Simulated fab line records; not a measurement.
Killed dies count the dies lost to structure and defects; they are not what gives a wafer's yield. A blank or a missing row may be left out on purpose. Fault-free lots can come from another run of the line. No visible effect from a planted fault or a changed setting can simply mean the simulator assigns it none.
fab line records    flow sky130
[record] lots = 6  wafers = 18  last-day = 51
route steps=708 shown METAL2@495 VIA2@507 PAD_OPEN@708
lots untouched by any fault: they come from a run of this same line in which no faults occurred
start-h: start of the lot's first displayed wafer, in hours after the record's first day    wait-h: time in hours since the lot's previous step    " unchanged from the row above    L1.1+2: a single row standing in for several wafers    - either no value or no given start    * or withheld: withheld    < > ~ a bound
route shown NAME@n: names a module that has steps shown in the file, with the first one's number in the route    usual: average and standard deviation across the fault-free wafers    same: alike in all rows    chamber/n: place in a boat    sites: the reading at each site    _std_site: the standard deviation of these    _edge_site: outer sites' mean less inner sites'    radius-mm: how far each site lies from the wafer's centre    mask NAME#n: copy n    behind: the tool/chamber that last shaped the wafer    hold: why the lot was held/for how many hours/how that ended    device: whichever transistor did not switch (one of n, p or np)    end of line: tests of these same wafers at the route's end    a step given without rows: its recipe and nothing more    killed: at the first sort, the dies lost to defects and structure; wafer yield is something else    map: per-die view of a wafer (x killed, . not killed, _ where there is no die)
set.NAME: the setting the step ran with; set.NAME@STEP: the setting that earlier step ran with    model.NAME: the simulator's own value behind a step, which no gauge read
lots at some steps of the route; a table a step, a row a wafer
services: when a tool's chamber went out of use (start-h, in hours from the record's first day, below 0 if earlier), for how many hours, and the reason
[[steps]]
[step SKY_METAL2_EXPOSE_12]
[recipe] mask-id = MM2  na = 0.8  source-shape = annular  sigma-inner = 0.55  sigma-outer = 0.85  target-cd-nm = 140  dose-mj = 28
[step SKY_METAL2_PEB_13]
[recipe] peb-temp-c = withheld  peb-time-s = withheld  resist = KrF-thick
[step SKY_METAL2_DEVELOP_14]
[recipe] develop-time-s = 60  resist = KrF-thick  dev-temp-c = 21
[step SKY_METAL2_CD_MEAS_15]
[recipe] target-cd-nm = 140
[usual] cd-nm = 139.6/1.4
lot.wafer  tool       chamber  start-h  wait-h  cd-nm
L740.1     cd-sem-02  -        866.64   -       138.6
L740.4     "          -        "        "       141.3
L740.5     "          -        "        "       139.1
L748.2     cd-sem-02  -        927.03   -       138.0
L748.3     "          -        "        "       136.7
L748.5     "          -        "        "       137.4
L749.3     cd-sem-01  -        929.63   -       140.0
L749.4     "          -        "        "       139.0
L749.6     "          -        "        "       139.4
L751.1     cd-sem-02  -        944.59   -       139.7
L751.4     "          -        "        "       140.1
L751.6     "          -        "        "       140.3
L753.2     cd-sem-01  -        952.88   -       139.3
L753.3     "          -        "        "       139.0
L753.6     "          -        "        "       139.5
L760.1     cd-sem-01  -        1006.43  -       136.9
L760.3     "          -        "        "       137.4
L760.5     "          -        "        "       138.5
[step SKY_METAL2_OVL_MEAS_16]
[usual] METAL2_OVL = -3/7.2
lot.wafer  tool        chamber  start-h  wait-h  METAL2_OVL[nm]
L740.1     overlay-02  -        866.76   0.1     7
L740.4     "           -        "        "       -1
L740.5     "           -        "        "       5
L748.2     overlay-02  -        927.13   0.1     -10
L748.3     "           -        "        "       -5
L748.5     "           -        "        "       -3
L749.3     overlay-01  -        929.72   0.1     -11
L749.4     "           -        "        "       -15
L749.6     "           -        "        "       -10
L751.1     overlay-02  -        944.71   0.1     -5
L751.4     "           -        "        "       -6
L751.6     "           -        "        "       -8
L753.2     overlay-02  -        952.99   0.1     -15
L753.3     "           -        "        "       -12
L753.6     "           -        "        "       -22
L760.1     overlay-01  -        1006.55  0.1     7
L760.3     "           -        "        "       -3
L760.5     "           -        "        "       -5
[step SKY_METAL2_DESCUM_17]
[recipe] chemistry = O2  source-power-w = 150  bias-power-w = 0  pressure-mtorr = 10  temp-c = 40  time-s = 8
[usual] drypump-motor-current-A = 5.6/0.54  oes-product-au = 1.002/0.01  temp-c = 40.02/0.11
lot.wafer  tool          chamber  start-h  wait-h  drypump-motor-current-A  oes-product-au  rf-hours-counter-h  temp-c
L740.1     rie-metal-04  1        866.79   0.0     5.2                      0.981           6                   40.06
L740.4     "             1        "        "       5.2                      0.994           -                   40.02
L740.5     "             0        "        "       6.4                      1.003           -                   39.94
L748.2     rie-metal-03  0        927.16   0.0     5.1                      1.009           15                  40.02
L748.3     "             1        "        "       6.1                      1.007           -                   40.15
L748.5     "             1        "        "       6.1                      1.011           -                   39.98
L749.3     rie-metal-01  1        929.76   0.0     5.0                      1.009           -                   40.12
L749.4     "             0        "        "       5.6                      1.014           -                   40.04
L749.6     "             1        "        "       5.0                      1.002           -                   40.24
L751.1     rie-metal-01  0        944.75   0.0     5.6                      1.024           12                  40.03
L751.4     "             0        "        "       5.6                      1.016           -                   40.16
L751.6     "             1        "        "       5.0                      1.017           -                   40.01
L753.2     rie-metal-03  0        953.02   0.0     5.1                      0.993           17                  39.97
L753.3     "             0        "        "       5.1                      1.001           -                   39.86
L753.6     "             0        "        "       5.1                      1.001           -                   40.03
L760.1     rie-metal-01  0        1006.59  0.0     5.6                      1.012           16                  40.06
L760.3     "             0        "        "       5.6                      1.010           -                   40.16
L760.5     "             1        "        "       5.0                      1.017           -                   40.04
[step SKY_METAL2_ETCH_18]
[recipe] chemistry = N2/H2  target = BARC  ion-energy-ev = 200  bias-w = 100  pressure-mtorr = 30  n2-flow-sccm = 100  h2-flow-sccm = 200  icp-w = 500  stop-on = SiO2  time-s = 45.9  target-depth-a = 600
[usual] drypump-motor-current-A = 5.6/0.53  oes-product-au = 0.855/0.0053  throttle-valve-pct = 13.225/0.009
lot.wafer  tool          chamber  start-h  wait-h  drypump-motor-current-A  oes-product-au  rf-hours-counter-h  throttle-valve-pct
L740.1     rie-metal-04  1        866.83   0.0     5.2                      0.851           6                   13.229
L740.4     "             1        "        "       5.2                      0.842           -                   13.213
L740.5     "             0        "        "       6.4                      0.861           -                   13.224
L748.2     rie-metal-03  0        927.20   0.0     5.1                      0.858           15                  13.232
L748.3     "             1        "        "       6.1                      0.854           -                   13.227
L748.5     "             1        "        "       6.1                      0.856           -                   13.228
L749.3     rie-metal-01  1        929.80   0.0     5.0                      0.857           -                   13.211
L749.4     "             0        "        "       5.7                      0.856           -                   13.214
L749.6     "             1        "        "       5.0                      0.856           -                   13.232
L751.1     rie-metal-01  0        944.78   0.0     5.7                      0.853           12                  13.216
L751.4     "             0        "        "       5.7                      0.856           -                   13.217
L751.6     "             1        "        "       5.0                      0.854           -                   13.232
L753.2     rie-metal-03  0        953.05   0.0     5.1                      0.855           17                  13.220
L753.3     "             0        "        "       5.1                      0.852           -                   13.227
L753.6     "             0        "        "       5.1                      0.854           -                   13.227
L760.1     rie-metal-01  0        1006.62  0.0     5.7                      0.844           16                  13.219
L760.3     "             0        "        "       5.7                      0.855           -                   13.215
L760.5     "             1        "        "       5.0                      0.841           -                   13.231
[step SKY_METAL2_METAL_ETCH_19]
[recipe] target-depth-a = 3600  stop-on = SiO2  over-etch-frac = 0.3  time-s = 74.83  chemistry = Cl2/BCl3  resist-sidewall-deg = 88  pressure-mtorr = 10  icp-w = 900  bias-w = 48.5  Cl2_flow_sccm = 60  bcl3-flow-sccm = 30
[usual] drypump-motor-current-A = 5.6/0.53  mfc-cl2-sccm = 60.00/0.19  oes-product-au = 0.874/0.006  throttle-valve-pct = 22.264/0.0074
lot.wafer  tool          chamber  start-h  wait-h  drypump-motor-current-A  mfc-cl2-sccm  oes-product-au  rf-hours-counter-h  throttle-valve-pct
L740.1     rie-metal-04  1        866.89   0.0     5.2                      59.66         0.884           6                   22.264
L740.4     "             1        "        "       5.2                      59.49         0.875           -                   22.262
L740.5     "             0        "        "       6.4                      60.22         0.865           -                   22.274
L748.2     rie-metal-03  0        927.26   0.0     5.1                      59.88         0.875           15                  22.266
L748.3     "             1        "        "       6.1                      60.01         0.870           -                   22.263
L748.5     "             1        "        "       6.1                      59.88         0.878           -                   22.264
L749.3     rie-metal-01  1        929.87   0.1     5.1                      59.64         0.871           -                   22.254
L749.4     "             0        "        "       5.7                      60.11         0.872           -                   22.283
L749.6     "             1        "        "       5.0                      60.15         0.877           -                   22.260
L751.1     rie-metal-01  0        944.84   0.0     5.6                      60.27         0.864           12                  22.250
L751.4     "             0        "        "       5.6                      60.29         0.876           -                   22.264
L751.6     "             1        "        "       5.0                      60.08         0.867           -                   22.274
L753.2     rie-metal-03  0        953.11   0.0     5.1                      59.94         0.878           17                  22.269
L753.3     "             0        "        "       5.1                      60.18         0.886           -                   22.262
L753.6     "             0        "        "       5.1                      60.23         0.874           -                   22.266
L760.1     rie-metal-01  0        1006.68  0.0     5.7                      59.85         0.874           16                  22.261
L760.3     "             0        "        "       5.7                      59.81         0.875           -                   22.258
L760.5     "             1        "        "       5.0                      60.01         0.875           -                   22.256
[step SKY_METAL2_STRIP_20]
[recipe] chemistry = O2/N2  power-w = 1400  pressure-mtorr = 1500  platen-temp-c = withheld  o2-flow-sccm = 3000  n2-flow-sccm = 300  overash-fraction = 0.5
[usual] drypump-motor-current-A = 5.6/0.33  oes-product-au = 0.347/0.0047  strip-time-to-endpoint-s = 2.79/0.051
lot.wafer  tool             chamber  start-h  wait-h  drypump-motor-current-A  oes-product-au  rf-hours-counter-h  strip-time-to-endpoint-s
L740.1     plasma-asher-04  0        866.98   0.1     5.2                      0.350           41                  2.87
L740.4     "                0        "        "       5.2                      0.348           -                   2.84
L740.5     "                0        "        "       5.2                      0.347           -                   2.80
L748.2     plasma-asher-02  1        927.35   0.1     5.6                      0.349           111                 2.77
L748.3     "                0        "        "       6.1                      0.352           -                   2.75
L748.5     "                0        "        "       6.1                      0.352           -                   2.77
L749.3     plasma-asher-04  1        929.96   0.1     5.9                      0.336           -                   2.74
L749.4     "                0        "        "       5.2                      0.346           -                   2.73
L749.6     "                1        "        "       5.8                      0.345           -                   2.75
L751.1     plasma-asher-04  1        944.93   0.1     5.8                      0.344           49                  2.72
L751.4     "                1        "        "       5.9                      0.342           -                   2.70
L751.6     "                1        "        "       5.8                      0.346           -                   2.72
L753.2     plasma-asher-04  0        953.20   0.1     5.2                      0.350           50                  2.76
L753.3     "                0        "        "       5.1                      0.341           -                   2.77
L753.6     "                0        "        "       5.1                      0.347           -                   2.78
L760.1     plasma-asher-03  1        1006.77  0.1     5.6                      0.351           85                  2.73
L760.3     "                0        "        "       5.3                      0.347           -                   2.74
L760.5     "                1        "        "       5.6                      0.348           -                   2.80
[step SKY_METAL2_STRIP_21]
[recipe] chemistry = post-etch-residue-remover  time-s = 1200  temp-c = 72.5
[step SKY_METAL2_CLEAN_22]
[recipe] chemistry = IPA  time-s = 180  temp-c = 25
[step SKY_METAL2_CLEAN_23]
[recipe] chemistry = O3/DIW  dry = n2-spin
[step SKY_VIA2_HDPCVD_00]
[recipe] material = SiO2  target-thk-nm = 1180  sigma-open-frac = 0.3  time-s = 196.7  temp-c = 400  sih4-flow-sccm = 60  pressure-mtorr = 6
[usual] sih4-flow-sccm = 60.03/0.18
lot.wafer  tool       chamber  start-h  wait-h  sih4-flow-sccm  model.SiO2_of_VIA2_HDPCVD_00.thk-nm
L740.1     hdpcvd-01  0        867.60   0.0     59.99           1180
L740.4     "          2        "        "       60.39           1170
L740.5     "          0        "        "       60.26           1195
L748.2     hdpcvd-01  1        927.97   0.0     60.21           1167
L748.3     "          2        "        "       59.74           1169
L748.5     "          2        "        "       59.66           1174
L749.3     hdpcvd-01  1        930.55   0.0     90.09           1773
L749.4     "          1        "        "       90.31           1783
L749.6     "          0        "        "       90.17           1783
L751.1     hdpcvd-01  1        945.57   0.0     89.87           1766
L751.4     "          0        "        "       90.00           1778
L751.6     "          1        "        "       90.20           1765
L753.2     hdpcvd-02  2        954.14   0.0     60.10           1186
L753.3     "          0        "        "       60.04           1172
L753.6     "          2        "        "       59.81           1176
L760.1     hdpcvd-02  0        1007.36  0.0     59.79           1165
L760.3     "          1        "        "       60.12           1188
L760.5     "          0        "        "       59.91           1171
[step SKY_VIA2_THK_MEAS_01]
[recipe] reads = SiO2_of_VIA2_HDPCVD_00
[usual] VIA2_HDPCVD_THK = 1176/11
lot.wafer  tool           chamber  start-h  wait-h  VIA2_HDPCVD_THK[nm]
L740.1     film-metro-04  -        867.73   0.1     1180
L740.4     "              -        "        "       1171
L740.5     "              -        "        "       1196
L748.2     film-metro-02  -        928.11   0.1     1168
L748.3     "              -        "        "       1169
L748.5     "              -        "        "       1174
L749.3     film-metro-02  -        930.70   0.1     1771
L749.4     "              -        "        "       1783
L749.6     "              -        "        "       1784
L751.1     film-metro-02  -        945.69   0.1     1766
L751.4     "              -        "        "       1778
L751.6     "              -        "        "       1765
L753.2     film-metro-01  -        954.28   0.1     1187
L753.3     "              -        "        "       1174
L753.6     "              -        "        "       1176
L760.1     film-metro-04  -        1007.49  0.1     1165
L760.3     "              -        "        "       1188
L760.5     "              -        "        "       1171
[step SKY_VIA2_CMP_02]
[recipe] material = SiO2  down-force-psi = 4  platen-rpm = 60  pad-velocity-m-s = 0.94248
[usual] motor-current-A = 12.1/1.1
lot.wafer  tool    chamber  start-h  wait-h  motor-current-A
L740.1     cmp-02  3        867.79   0.1     11.5
L740.4     "       1        "        "       11.9
L740.5     "       0        "        "       13.4
L748.3     cmp-02  3        928.74   0.6     12.3
L748.2     "       0        "        "       12.9
L748.5     "       1        "        "       11.8
L749.3     cmp-02  0        930.74   0.0     12.7
L749.4     "       1        "        "       11.7
L749.6     "       0        "        "       13.4
L751.1     cmp-02  0        945.80   0.1     12.9
L751.4     "       2        "        "       11.3
L751.6     "       3        "        "       11.8
L753.3     cmp-02  0        954.43   0.1     14.0
L753.2     "       1        "        "       11.9
L753.6     "       2        "        "       11.3
L760.1     cmp-02  2        1007.55  0.1     11.3
L760.3     "       0        "        "       12.7
L760.5     "       2        "        "       11.7
[step SKY_PAD_OPEN_PROBE_99]
[usual] defect-limited-yield = 82.7/1.9  killed_at_M0_to_M3 = 43/7.3  killed_at_M4_up = 3.2/1.9  killed-at-contacts = 24/5.5  killed-at-front-end = 15/4.7  killed-at-other = 0.5/0.75  killed-dies = 85/9.5  killed-open = 46/7  killed-short = 38/7.4  sort_bin_3_pad_short = 0.9/0.43  sort_bin_5_function = 10.1/1.4  sort_bin_6_memory = 6.3/1  sort_bin_8_speed = 0.2/0.37  sort-n-pass = 406/9.4  sort-yield-pct = 82.5/1.9
[same] gross-dies = 492  killed-at-back-side = 0  sort_bin_4_leakage[%] = 0
lot.wafer  tool       chamber  start-h  wait-h  defect-limited-yield[%]  killed_at_M0_to_M3  killed_at_M4_up  killed-at-contacts  killed-at-front-end  killed-at-other  killed-dies  killed-open  killed-short  sort_bin_3_pad_short[%]  sort_bin_5_function[%]  sort_bin_6_memory[%]  sort_bin_8_speed[%]  sort-n-pass  sort-yield-pct[%]
L740.1     prober-02  -        1117.13  0.1     81.7                     33                  3                28                  26                   0                90           38           52            1.2                      12.8                    4.3                   0                    402          81.7
L740.4     prober-02  -        1117.28  0.2     81.5                     44                  3                19                  24                   1                91           50           41            1.2                      10.8                    6.5                   0                    401          81.5
L740.5     prober-02  -        1117.33  0.2     81.1                     49                  4                25                  14                   1                93           55           38            1.6                      10.4                    6.9                   0                    399          81.1
L748.2     prober-02  -        1163.89  0.1     86.6                     33                  4                20                  9                    0                66           31           35            1.0                      7.7                     4.7                   0.2                  425          86.4
L748.3     prober-02  -        1163.94  0.2     87.8                     35                  1                16                  8                    0                60           33           27            0.6                      7.5                     4.1                   0.4                  430          87.4
L748.5     prober-02  -        1164.04  0.2     81.5                     50                  4                25                  12                   0                91           47           44            1.0                      10.4                    7.1                   0                    401          81.5
L751.1     prober-01  -        1175.83  0.1     84.6                     36                  2                24                  14                   0                76           49           27            1.2                      7.5                     6.7                   0.2                  415          84.3
L751.4     prober-01  -        1175.98  0.2     85.4                     41                  0                14                  17                   0                72           40           32            0.8                      8.3                     5.5                   0                    420          85.4
L751.6     prober-01  -        1176.08  0.2     83.7                     46                  4                20                  9                    1                80           42           38            0.8                      8.5                     6.9                   0.2                  411          83.5
L760.1     prober-02  -        1217.88  0.1     82.7                     40                  0                33                  11                   1                85           54           31            0.6                      9.1                     7.5                   0.2                  406          82.5
L760.3     prober-02  -        1217.98  0.2     84.6                     45                  2                18                  10                   1                76           40           35            0.8                      9.8                     4.9                   0.8                  412          83.7
L760.5     prober-02  -        1218.08  0.2     82.5                     42                  2                25                  17                   0                86           43           43            0.4                      11.2                    5.9                   0.4                  404          82.1
// killed by level:class
L740.1 CONTACT:geometric-particle:open=12 POLY_GATE:geometric-particle:short=10 FIELD_ISO:geometric-particle:short=7 VIA3:geometric-particle:short=6 VIA1:geometric-particle:open=6 LI_CONTACT:geometric-particle:open=5 FIELD_ISO:geometric-particle:open=4 LOCAL_INTERCONNECT:geometric-particle:short=4
L740.4 FIELD_ISO:geometric-particle:short=10 LI_CONTACT:geometric-particle:open=10 VIA1:geometric-particle:open=10 VIA2:geometric-particle:open=6 CONTACT:geometric-particle:open=6 METAL1:geometric-particle:short=6 FIELD_ISO:geometric-particle:open=5 POLY_GATE:geometric-particle:open=5
L740.5 VIA1:geometric-particle:open=10 VIA3:geometric-particle:open=10 CONTACT:geometric-particle:open=8 POLY_GATE:geometric-particle:open=6 LI_CONTACT:geometric-particle:open=5 CONTACT:geometric-particle:short=5 METAL1:geometric-particle:short=5 VIA1:geometric-particle:short=5
L748.2 VIA2:geometric-particle:open=8 VIA3:geometric-particle:open=7 FIELD_ISO:geometric-particle:short=6 CONTACT:geometric-particle:open=6 LI_CONTACT:geometric-particle:open=5 METAL2:geometric-particle:short=5 METAL4:geometric-particle:short=3 LI_CONTACT:geometric-particle:short=3
L748.3 VIA1:geometric-particle:open=7 CONTACT:geometric-particle:open=6 VIA3:geometric-particle:open=6 LI_CONTACT:geometric-particle:open=4 CONTACT:geometric-particle:short=4 METAL2:geometric-particle:short=4 VIA2:geometric-particle:open=4 POLY_GATE:geometric-particle:short=3
L748.5 VIA1:geometric-particle:open=10 VIA2:geometric-particle:open=8 CONTACT:geometric-particle:open=8 VIA3:geometric-particle:open=7 CONTACT:geometric-particle:short=6 VIA1:geometric-particle:short=6 METAL2:geometric-particle:short=6 POLY_GATE:geometric-particle:short=5
L751.1 VIA1:geometric-particle:open=10 CONTACT:geometric-particle:open=8 LI_CONTACT:geometric-particle:open=7 METAL1:geometric-particle:short=6 VIA2:geometric-particle:open=6 VIA3:geometric-particle:open=6 CONTACT:geometric-particle:short=5 FIELD_ISO:geometric-particle:open=4
L751.4 VIA1:geometric-particle:open=7 VIA3:geometric-particle:open=7 LI_CONTACT:geometric-particle:open=6 FIELD_ISO:geometric-particle:short=5 FIELD_ISO:geometric-particle:open=5 METAL1:geometric-particle:short=5 CONTACT:geometric-particle:open=4 VIA1:geometric-particle:short=4
L751.6 VIA2:geometric-particle:open=11 CONTACT:geometric-particle:open=8 METAL1:geometric-particle:short=8 VIA1:geometric-particle:short=7 LI_CONTACT:geometric-particle:open=6 POLY_GATE:geometric-particle:short=4 CONTACT:geometric-particle:short=4 METAL4:geometric-particle:short=4
L760.1 CONTACT:geometric-particle:open=12 VIA1:geometric-particle:open=11 CONTACT:geometric-particle:short=10 VIA2:geometric-particle:open=9 VIA3:geometric-particle:open=7 LI_CONTACT:geometric-particle:open=6 LOCAL_INTERCONNECT:geometric-particle:short=4 FIELD_ISO:geometric-particle:short=3
L760.3 CONTACT:geometric-particle:open=9 VIA2:geometric-particle:open=7 VIA3:geometric-particle:open=6 VIA1:geometric-particle:open=5 METAL1:geometric-particle:short=5 VIA1:geometric-particle:short=5 FIELD_ISO:geometric-particle:open=4 METAL2:geometric-particle:short=4
L760.5 FIELD_ISO:geometric-particle:short=8 VIA1:geometric-particle:open=8 CONTACT:geometric-particle:open=7 VIA3:geometric-particle:open=7 METAL1:geometric-particle:short=7 CONTACT:geometric-particle:short=6 LI_CONTACT:geometric-particle:open=5 METAL2:geometric-particle:short=5
[[services]]
tool             chamber  start-h  hours  kind
hdpcvd-02        -        921.70   2.8    pm
plasma-asher-03  -        939.31   2.8    pm
hdpcvd-02        0        942.88   4.7    repair
hdpcvd-01        -        950.25   15.0   pm
hdpcvd-01        0        950.25   15.0   vent-cycle
hdpcvd-01        1        950.25   15.0   vent-cycle
hdpcvd-01        2        950.25   15.0   vent-cycle
plasma-asher-02  -        950.56   2.8    pm
rie-metal-03     1        965.13   6.2    repair
hdpcvd-01        0        965.25   -      clean
hdpcvd-01        1        965.25   -      clean
hdpcvd-01        2        965.25   -      clean
cmp-02           -        973.31   0.6    repair
cmp-02           -        976.40   17.1   pm
rie-metal-01     1        979.85   15.7   repair
hdpcvd-02        1        990.12   5.0    repair
[[key]]
[first-sign] step = SKY_VIA2_HDPCVD_00  reading = sih4-flow-sccm  direction = up  sigmas = 99+  usual = 60.03  struck = 90.11
[effect] step = SKY_VIA2_THK_MEAS_01  reading = VIA2_HDPCVD_THK  direction = up  sigmas = 52  usual = 1176  struck = 1775
[model-effect] step = SKY_VIA2_HDPCVD_00  value = SiO2_of_VIA2_HDPCVD_00.thk-nm  without = 1185  struck = 1775
met-at SKY_VIA2_HDPCVD_00
struck-wafers L749.3,L749.4,L749.6,L751.1,L751.4,L751.6
onset-between 927.97 930.55
[fault] kind = process-parameter-drift  tool = hdpcvd-01  chamber = -  onset-h = 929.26  steps = SKY_VIA2_HDPCVD_00  channel = sih4-flow-sccm  offset = 30  shape = step  end-h = 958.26  acts-in = these-recipes-only  stated = 60
